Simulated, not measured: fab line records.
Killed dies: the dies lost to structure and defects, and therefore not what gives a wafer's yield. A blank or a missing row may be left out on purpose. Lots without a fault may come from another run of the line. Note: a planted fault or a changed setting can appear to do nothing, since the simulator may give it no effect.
fab line records | flow sky130
record: lots: 7 wafers: 21 last-day: 49
route steps=708 shown VIA3@575 PAD_OPEN@708
lots untouched by any fault: they come from a run of this same line in which no faults occurred
start-h: start of the lot's first displayed wafer, in hours after the record's first day | wait-h: hours since the lot's step before | " as in the row above | L1.1+2: several wafers, shown together as one row | - either no value or no given start | * or withheld: withheld | < > ~ a bound
route shown NAME@n: NAME is a module with steps in the file, n the number in the route of the first one | usual: mean/standard deviation of fault-free wafers | same: alike in all rows | chamber/n: place in a boat | sites: readings site by site | _std_site: the values' standard deviation | _edge_site: inner sites' mean taken away from outer sites' mean | radius-mm: for every site, how far away it sits from the centre of the wafer | mask NAME#n: copy n | behind: the last tool/chamber to shape the wafer | hold: reason for holding the lot/hours on hold/outcome of the hold | device: transistor that didn't switch, given as n, p or np | end of line: the same wafers' tests at the end of the route | step lacking rows: just its recipe | killed: dies that structure and defects cost at the first sort, which is not the same as the wafer's yield | map: dies across one wafer; x = killed, . = not, _ = none there
set.NAME: the run value of the setting; set.NAME@STEP: its run value at that earlier step | model.NAME: the simulator's own value behind a step, which no gauge read
a table for each step, a row for each wafer; lots at some steps of the route
services: from which hour (start-h, from the record's first day; less than 0 if before it) a tool's chamber was out of use, for how many hours, and why
== steps ==
step: SKY_VIA3_CMP_02
recipe: material: SiO2 down-force-psi: 4 platen-rpm: 60 pad-velocity-m-s: 0.94248
usual: motor-current-A: 13.0/1.1 retaining-ring-pressure-frac: 1.000/0.0043 slurry-filter-dp-kPa: 13.50/0.14
columns lot.wafer tool chamber start-h wait-h motor-current-A retaining-ring-pressure-frac slurry-filter-dp-kPa
L791.3 cmp-01 3 890.77 0.1 12.8 0.999 13.53
L791.4 " 0 " " 14.7 1.003 13.53
L791.1 " 1 " " 13.7 0.999 13.49
L792.1 cmp-02 2 898.78 0.1 13.5 0.999 13.52
L792.3 " 3 " " 10.9 1.000 13.51
L792.5 " 2 " " 13.1 0.999 13.37
L800.4 cmp-01 3 966.12 0.1 12.4 1.001 13.62
L800.1 " 0 " " 13.2 0.997 13.69
L800.6 " 1 " " 14.9 1.004 13.43
L802.3 cmp-01 3 984.47 0.1 12.4 1.000 13.38
L802.6 " 2 " " 12.3 1.000 13.52
L802.5 " 3 " " 13.1 0.998 13.47
L805.4 cmp-01 0 996.67 0.1 14.0 1.003 13.84
L805.2 " 2 " " 12.4 1.006 13.49
L805.6 " 0 " " 14.2 0.996 13.46
L808.4 cmp-02 0 1017.42 0.0 12.8 0.993 13.57
L808.2 " 3 " " 11.3 1.000 13.15
L808.5 " 1 " " 13.1 0.992 13.49
L810.2 cmp-02 0 1040.11 0.0 12.8 1.000 13.47
L810.3 " 2 " " 13.2 1.006 13.28
L810.6 " 1 " " 13.4 0.998 13.48
step: SKY_VIA3_BOW_MEAS_03
recipe: mode: bow
usual: VIA3_BOW: 81/7.8
columns lot.wafer tool chamber start-h wait-h VIA3_BOW[um]
L791.1 film-metro-02 - 891.02 0.1 82
L791.3 " - " " 83
L791.4 " - " " 71
L792.1 film-metro-01 - 899.08 0.2 86
L792.3 " - " " 80
L792.5 " - " " 77
L800.1 film-metro-01 - 966.32 0.1 76
L800.4 " - " " 88
L800.6 " - " " 84
L802.3 film-metro-01 - 984.76 0.2 80
L802.5 " - " " 79
L802.6 " - " " 85
L805.2 film-metro-01 - 996.94 0.1 68
L805.4 " - " " 65
L805.6 " - " " 72
L808.2 film-metro-02 - 1017.74 0.1 67
L808.4 " - " " 70
L808.5 " - " " 71
L810.2 film-metro-01 - 1040.43 0.3 79
L810.3 " - " " 89
L810.6 " - " " 70
step: SKY_VIA3_DEHYDRATE_04
recipe: temp-c: 200 time-s: 60
step: SKY_VIA3_HMDS_05
recipe: prime-time-s: 60 prime-temp-c: 120
step: SKY_VIA3_COAT_06
recipe: resist: BARC temp-c: withheld time-s: withheld spin-rpm: 3000 resist-thk-nm: 60
step: SKY_VIA3_COAT_07
recipe: resist: KrF-thick spin-rpm: 3000 resist-thk-nm: 450
step: SKY_VIA3_SOFTBAKE_08
recipe: temp-c: 100 time-s: 90 resist: KrF-thick
step: SKY_VIA3_EXPOSE_09
recipe: mask-id: VIM3 na: 0.8 source-shape: annular sigma-inner: 0.55 sigma-outer: 0.85 target-cd-nm: 200 dose-mj: 38
step: SKY_VIA3_PEB_10
recipe: peb-temp-c: withheld peb-time-s: withheld resist: KrF-thick
step: SKY_VIA3_DEVELOP_11
recipe: develop-time-s: 60 resist: KrF-thick dev-temp-c: 21
step: SKY_VIA3_CD_MEAS_12
recipe: target-cd-nm: 200
usual: cd-nm: 200.2/1.2
columns lot.wafer tool chamber start-h wait-h cd-nm
L791.1 cd-sem-01 - 916.29 - 201.6
L791.3 " - " " 200.6
L791.4 " - " " 202.0
L792.1 cd-sem-02 - 924.22 - 200.0
L792.3 " - " " 200.6
L792.5 " - " " 200.5
L800.1 cd-sem-01 - 989.40 - 198.8
L800.4 " - " " 199.3
L800.6 " - " " 199.3
L802.3 cd-sem-02 - 1007.93 - 201.1
L802.5 " - " " 201.2
L802.6 " - " " 201.4
L805.2 cd-sem-02 - 1020.56 - 200.0
L805.4 " - " " 199.8
L805.6 " - " " 199.9
L808.2 cd-sem-02 - 1040.72 - 200.7
L808.4 " - " " 201.0
L808.5 " - " " 200.3
L810.2 cd-sem-02 - 1061.79 - 201.5
L810.3 " - " " 202.0
L810.6 " - " " 202.8
step: SKY_VIA3_OVL_MEAS_13
usual: VIA3_OVL: 6/4.8
columns lot.wafer tool chamber start-h wait-h VIA3_OVL[nm]
L791.1 overlay-01 - 916.41 0.1 0
L791.3 " - " " 9
L791.4 " - " " 4
L792.1 overlay-02 - 924.34 0.1 2
L792.3 " - " " 5
L792.5 " - " " 6
L800.1 overlay-01 - 989.52 0.1 11
L800.4 " - " " 6
L800.6 " - " " -1
L802.3 overlay-02 - 1008.02 0.1 18
L802.5 " - " " 12
L802.6 " - " " 8
L805.2 overlay-02 - 1020.66 0.1 10
L805.4 " - " " 8
L805.6 " - " " 9
L808.2 overlay-01 - 1040.83 0.1 2
L808.4 " - " " 4
L808.5 " - " " 12
L810.2 overlay-02 - 1061.90 0.1 10
L810.3 " - " " 4
L810.6 " - " " 9
step: SKY_VIA3_ETCH_14
recipe: chemistry: N2/H2 target: BARC ion-energy-ev: 200 source-w: 500 bias-w: 100 pressure-mtorr: 30 n2-flow-sccm: 100 h2-flow-sccm: 200 stop-on: SiO2 time-s: 45.9 target-depth-a: 600
usual: drypump-motor-current-A: 5.7/0.54 oes-product-au: 0.855/0.0047 run-length-s: 74.1/0.39 throttle-valve-pct: 13.225/0.0091
columns lot.wafer tool chamber start-h wait-h drypump-motor-current-A oes-product-au rf-hours-counter-h run-length-s throttle-valve-pct model.KrF-thick_of_VIA3_COAT_07.thk-nm
L791.1 rie-diel-04 2 916.45 0.0 6.2 0.859 5 74.2 13.216 393.8
L791.3 " 3 " " 5.8 0.865 14 74.1 13.226 393.3
L791.4 " 0 " " 6.3 0.853 26 74.3 13.248 394.8
L792.1 rie-diel-04 2 924.38 0.0 6.2 0.856 5 74.4 13.233 394.6
L792.3 " 3 " " 5.8 0.856 14 74.5 13.224 394.7
L792.5 " 2 " " 6.2 0.849 - 74.4 13.241 394.2
L800.1 rie-diel-04 3 989.56 0.0 5.8 0.939 16 69.9 13.219 397.6
L800.4 " 1 " " 4.7 0.939 21 69.6 13.222 396.1
L800.6 " 1 " " 4.7 0.929 - 70.2 13.232 396.6
L802.3 rie-diel-04 3 1008.05 0.0 5.9 0.939 17 70.4 13.233 397.4
L802.5 " 1 " " 4.7 0.937 - 69.5 13.228 396.9
L802.6 " 2 " " 6.2 0.928 - 70.3 13.242 395.6
L805.2 rie-diel-04 1 1020.69 0.0 4.8 0.933 22 70.0 13.241 396.6
L805.4 " 2 " " 6.2 0.930 8 70.1 13.253 395.2
L805.6 " 1 " " 4.8 0.944 - 69.7 13.231 396.1
L808.2 rie-diel-02 3 1040.86 0.0 5.5 0.850 28 73.7 13.229 392.7
L808.4 " 0 " " 5.5 0.857 - 73.9 13.233 392.9
L808.5 " 3 " " 5.5 0.854 - 74.2 13.218 392.2
L810.2 rie-diel-01 0 1061.93 0.0 5.3 0.855 22 74.0 13.225 392.7
L810.3 " 1 " " 5.5 0.852 23 73.7 13.226 394.1
L810.6 " 1 " " 5.5 0.861 - 74.4 13.228 392.6
step: SKY_VIA3_ETCH_15
recipe: target: SiO2 chemistry: C4F8/O2/Ar target-depth-nm: 507 stop-on: TiN mask-material: KrF-thick source-w: 1500 bias-w: 1200 pressure-mtorr: 40 c4f8-flow-sccm: withheld O2_flow_sccm: 6 Ar_flow_sccm: 300 time-s: 78
usual: oes-product-au: 0.946/0.0049 run-length-s: 106.2/0.35
same: time-s: 78
columns lot.wafer tool chamber start-h wait-h oes-product-au rf-hours-counter-h run-length-s model.KrF-thick_of_VIA3_COAT_07.thk-nm
L791.1 rie-diel-04 2 916.49 0.0 0.941 5 106.3 292.6
L791.3 " 3 " " 0.940 14 106.1 291.7
L791.4 " 0 " " 0.941 26 106.5 294.5
L792.1 rie-diel-04 2 924.42 0.0 0.949 5 106.2 294.4
L792.3 " 3 " " 0.954 14 106.2 293.9
L792.5 " 2 " " 0.940 - 106.2 293.9
L800.1 rie-diel-04 3 989.60 0.0 0.941 16 106.4 297
L800.4 " 1 " " 0.944 21 106.0 295.8
L800.6 " 1 " " 0.958 - 106.3 295.4
L802.3 rie-diel-04 3 1008.09 0.0 0.941 17 106.5 296.8
L802.5 " 1 " " 0.939 - 106.0 297
L802.6 " 2 " " 0.944 - 106.4 294.7
L805.2 rie-diel-04 1 1020.73 0.0 0.943 22 106.6 295.3
L805.4 " 2 " " 0.936 8 106.3 293.2
L805.6 " 1 " " 0.946 - 106.8 295.4
L808.2 rie-diel-02 3 1040.90 0.0 0.949 28 106.0 291.6
L808.4 " 0 " " 0.948 - 105.8 292.4
L808.5 " 3 " " 0.938 - 105.6 291.2
L810.2 rie-diel-01 0 1061.97 0.0 0.946 22 105.9 291.6
L810.3 " 1 " " 0.955 23 106.4 293.7
L810.6 " 1 " " 0.942 - 106.5 292.6
step: SKY_VIA3_STRIP_16
recipe: chemistry: O2/N2 power-w: 1400 pressure-mtorr: 1500 platen-temp-c: withheld o2-flow-sccm: 3000 n2-flow-sccm: 300 overash-fraction: 0.5
usual: drypump-motor-current-A: 5.6/0.5 o2-flow-sccm: 3001/8.9 oes-product-au: 0.403/0.0043 strip-time-to-endpoint-s: 4.143/0.024
columns lot.wafer tool chamber start-h wait-h drypump-motor-current-A o2-flow-sccm oes-product-au rf-hours-counter-h strip-time-to-endpoint-s
L791.1 plasma-asher-03 0 916.55 0.0 5.4 2994 0.404 17 4.125
L791.3 " 0 " " 5.4 2977 0.407 - 4.153
L791.4 " 1 " " 5.3 2981 0.406 - 4.146
L792.1 plasma-asher-02 0 924.48 0.0 6.4 2995 0.409 74 4.170
L792.3 " 0 " " 6.4 3012 0.395 - 4.146
L792.5 " 0 " " 6.4 3004 0.410 - 4.152
L800.1 plasma-asher-03 0 989.66 0.0 5.4 3003 0.398 24 4.189
L800.4 " 1 " " 5.4 2993 0.407 - 4.171
L800.6 " 0 " " 5.4 3005 0.405 - 4.162
L802.3 plasma-asher-03 1 1008.18 0.1 5.4 3012 0.410 - 4.183
L802.5 " 0 " " 5.4 3004 0.400 - 4.186
L802.6 " 1 " " 5.4 3007 0.406 - 4.167
L805.2 plasma-asher-04 1 1020.79 0.0 5.9 3013 0.397 58 4.176
L805.4 " 1 " " 5.8 3010 0.411 - 4.144
L805.6 " 1 " " 5.8 3009 0.396 - 4.183
L808.2 plasma-asher-04 0 1040.96 0.0 4.7 3007 0.398 60 4.136
L808.4 " 0 " " 4.7 3019 0.401 - 4.138
L808.5 " 0 " " 4.7 3004 0.401 - 4.130
L810.2 plasma-asher-03 0 1062.03 0.0 5.4 2984 0.399 31 4.128
L810.3 " 0 " " 5.4 2990 0.407 - 4.148
L810.6 " 0 " " 5.4 3009 0.403 - 4.133
step: SKY_PAD_OPEN_PROBE_99
usual: defect-limited-yield: 82.3/1.9 killed_at_M0_to_M3: 44/6.9 killed_at_M4_up: 3.0/1.5 killed-at-contacts: 24/5.2 killed-at-front-end: 15/4.1 killed-at-other: 0.4/0.62 killed-dies: 87/9.6 killed-open: 47/7 killed-short: 40/6.2 sort_bin_3_pad_short: 0.9/0.43 sort_bin_5_function: 10.5/1.4 sort_bin_6_memory: 6.4/1.2 sort-n-pass: 405/9.6 sort-yield-pct: 82.3/1.9
same: gross-dies: 492 killed-at-back-side: 0 sort_bin_4_leakage[%]: 0 sort_bin_8_speed[%]: 0
columns lot.wafer tool chamber start-h wait-h defect-limited-yield[%] killed_at_M0_to_M3 killed_at_M4_up killed-at-contacts killed-at-front-end killed-at-other killed-dies killed-open killed-short sort_bin_3_pad_short[%] sort_bin_5_function[%] sort_bin_6_memory[%] sort-n-pass sort-yield-pct[%]
L791.1 prober-01 - 1065.24 0.1 81.9 36 3 28 21 1 89 47 41 0.8 11.6 5.7 403 81.9
L791.3 prober-01 - 1065.34 0.2 82.3 42 3 28 14 0 87 46 40 0.6 11.0 6.1 405 82.3
L791.4 prober-01 - 1065.39 0.2 83.7 46 2 17 15 0 80 48 31 0.6 10.6 5.1 412 83.7
L800.1 prober-02 - 1125.86 0.1 81.5 44 3 31 13 0 91 48 43 0.8 11.0 6.7 401 81.5
L800.4 prober-02 - 1126.01 0.2 80.9 36 4 39 14 1 94 56 38 0.6 10.8 7.7 398 80.9
L800.6 prober-02 - 1126.11 0.2 81.3 41 3 32 16 0 92 64 28 1.2 11.2 6.3 400 81.3
L808.2 prober-01 - 1166.96 0.1 79.7 37 4 34 25 0 100 58 42 0.8 11.8 7.7 392 79.7
L808.4 prober-01 - 1167.06 0.2 77.6 50 5 30 25 0 110 57 53 1.2 13.2 7.9 382 77.6
L808.5 prober-01 - 1167.11 0.2 84.1 38 4 21 15 0 78 48 30 0.4 9.1 6.3 414 84.1
killed by level:class
L791.1 CONTACT:geometric-particle:open=9 VIA1:geometric-particle:open=9 METAL1:geometric-particle:short=7 FIELD_ISO:geometric-particle:open=6 LI_CONTACT:geometric-particle:short=5 CONTACT:geometric-particle:short=5 POLY_GATE:geometric-particle:short=4 LI_CONTACT:geometric-particle:open=4
L791.3 CONTACT:geometric-particle:open=15 VIA1:geometric-particle:open=6 CONTACT:geometric-particle:short=5 VIA1:geometric-particle:short=5 METAL3:geometric-particle:short=5 VIA3:geometric-particle:open=5 FIELD_ISO:geometric-particle:open=4 FIELD_ISO:geometric-particle:short=4
L791.4 VIA1:geometric-particle:open=13 CONTACT:geometric-particle:open=10 METAL1:geometric-particle:short=9 VIA3:geometric-particle:open=7 FIELD_ISO:geometric-particle:open=6 VIA1:geometric-particle:short=5 POLY_GATE:geometric-particle:open=3 METAL2:geometric-particle:short=3
L800.1 CONTACT:geometric-particle:open=9 CONTACT:geometric-particle:short=8 VIA1:geometric-particle:open=8 METAL1:geometric-particle:short=7 VIA2:geometric-particle:short=6 VIA3:geometric-particle:open=6 FIELD_ISO:geometric-particle:open=5 LI_CONTACT:geometric-particle:open=5
L800.4 CONTACT:geometric-particle:open=17 LI_CONTACT:geometric-particle:open=9 VIA3:geometric-particle:open=7 VIA1:geometric-particle:open=7 CONTACT:geometric-particle:short=5 VIA2:geometric-particle:short=5 VIA1:geometric-particle:short=4 FIELD_ISO:geometric-particle:open=4
L800.6 LI_CONTACT:geometric-particle:open=13 CONTACT:geometric-particle:open=11 VIA1:geometric-particle:open=11 VIA2:geometric-particle:open=10 VIA3:geometric-particle:open=6 METAL2:geometric-particle:short=5 FIELD_ISO:geometric-particle:short=4 FIELD_ISO:geometric-particle:open=3
L808.2 CONTACT:geometric-particle:open=15 POLY_GATE:geometric-particle:open=9 LI_CONTACT:geometric-particle:open=7 FIELD_ISO:geometric-particle:open=6 CONTACT:geometric-particle:short=6 VIA1:geometric-particle:open=6 LOCAL_INTERCONNECT:geometric-particle:short=5 VIA2:geometric-particle:open=5
L808.4 VIA2:geometric-particle:open=10 CONTACT:geometric-particle:open=10 LOCAL_INTERCONNECT:geometric-particle:short=9 VIA1:geometric-particle:open=9 VIA3:geometric-particle:open=8 CONTACT:geometric-particle:short=7 FIELD_ISO:geometric-particle:open=6 POLY_GATE:geometric-particle:open=6
L808.5 CONTACT:geometric-particle:open=10 VIA3:geometric-particle:open=7 LI_CONTACT:geometric-particle:open=6 VIA2:geometric-particle:open=6 VIA1:geometric-particle:open=6 FIELD_ISO:geometric-particle:open=4 POLY_GATE:geometric-particle:short=4 FIELD_ISO:geometric-particle:short=3
== services ==
columns tool chamber start-h hours kind
rie-diel-02 - 868.98 2.8 pm
plasma-asher-04 - 869.92 5.3 repair
rie-diel-02 3 872.00 12.6 repair
cmp-02 - 874.84 6.2 pm
rie-diel-02 2 883.21 9.7 repair
plasma-asher-03 - 892.76 7.6 repair
plasma-asher-02 - 902.07 15.6 pm
cmp-02 - 912.00 4.0 pm
cmp-02 - 919.53 13.5 pm
rie-diel-01 1 922.30 16.1 repair
rie-diel-01 - 931.00 1.1 repair
cmp-02 - 946.90 0.6 repair
cmp-02 - 949.29 3.5 repair
cmp-01 - 973.68 1.5 repair
cmp-01 - 987.55 3.5 repair
rie-diel-02 2 988.02 15.7 repair
rie-diel-04 3 989.69 9.6 repair
rie-diel-04 1 991.24 2.2 repair
rie-diel-04 - 1015.23 2.8 pm
cmp-01 - 1026.94 0.5 repair
rie-diel-02 2 1037.12 14.6 repair
plasma-asher-03 - 1042.91 0.7 repair
rie-diel-02 - 1049.09 0.3 repair
plasma-asher-03 - 1056.92 5.1 repair
== key ==
first-sign: step: SKY_VIA3_ETCH_14 reading: oes-product-au direction: up sigmas: 17 usual: 0.855 struck: 0.935
effect: step: SKY_VIA3_ETCH_14 reading: run-length-s direction: down sigmas: 10 usual: * struck: *
model-effect: step: SKY_VIA3_ETCH_14 value: KrF-thick_of_VIA3_COAT_07.thk-nm without: 392.4 struck: 396.5
model-effect: step: SKY_VIA3_ETCH_15 value: KrF-thick_of_VIA3_COAT_07.thk-nm without: 291.6 struck: 295.6
met-at SKY_VIA3_ETCH_14
struck-wafers L800.1,L800.4,L800.6,L802.3,L802.5,L802.6,L805.2,L805.4,L805.6
onset-between 924.38 989.56
fault: kind: process-parameter-drift tool: rie-diel-04 chamber: - onset-h: 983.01 steps: SKY_VIA3_ETCH_14 channel: time-s offset: * shape: step end-h: 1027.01 acts-in: * stated: *
